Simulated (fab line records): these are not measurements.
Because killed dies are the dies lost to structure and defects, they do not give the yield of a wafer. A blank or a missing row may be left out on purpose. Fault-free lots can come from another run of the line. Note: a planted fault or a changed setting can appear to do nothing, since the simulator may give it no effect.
Chamber matching + flow gf180mcu + rie-diel-02 running GF_V1_ETCH_16: 4 sister chambers
The step etches BARC in N2/H2. 4 wafers are shown with their chamber, then 7 later ones without.

## EACH WAFER AND ITS CHAMBER
| wafer  | chamber | drypump-motor-current-A (A) |
|--------|---------|-----------------------------|
| L076.4 | 0       | 5.7                         |
| L081.1 | 3       | 5.8                         |
| L088.1 | 2       | 5.9                         |
| L088.2 | 1       | 6.4                         |

## WAFERS WHOSE CHAMBER IS MISSING
| wafer  | drypump-motor-current-A (A) |
|--------|-----------------------------|
| L088.6 | 6.4                         |
| L095.3 | 5.7                         |
| L095.4 | 6.0                         |
| L095.5 | 5.8                         |
| L097.1 | 6.4                         |
| L097.2 | 5.9                         |
| L097.4 | 5.7                         |

## EACH ONE'S CHAMBER
| wafer  | from the rows above | in truth |
|--------|---------------------|----------|
| L088.6 | 1                   | 1        |
| L095.3 | 0                   | 0        |
| L095.4 | 2                   | 2        |
| L095.5 | 3                   | 3        |
| L097.1 | 1                   | 1        |
| L097.2 | 2                   | 2        |
| L097.4 | 0                   | 0        |
7 of 7 placed correctly. From these rows, 0 cannot be placed. 0 placed wrongly.
How it was worked out, from the rows above alone: a wafer's distance from a chamber is the root of the sum, over the readings, of the square of ((its reading less the chamber's mean) divided by the reading's scatter). If the next closest chamber is less than 2 further off than the closest, the wafer can't be placed; otherwise it belongs to the closest. Each chamber's mean is taken over the wafers shown for it. The scatter (one wafer shown for each chamber): square how far every hidden wafer sits from the nearest shown wafer, average those squares and take the square root.
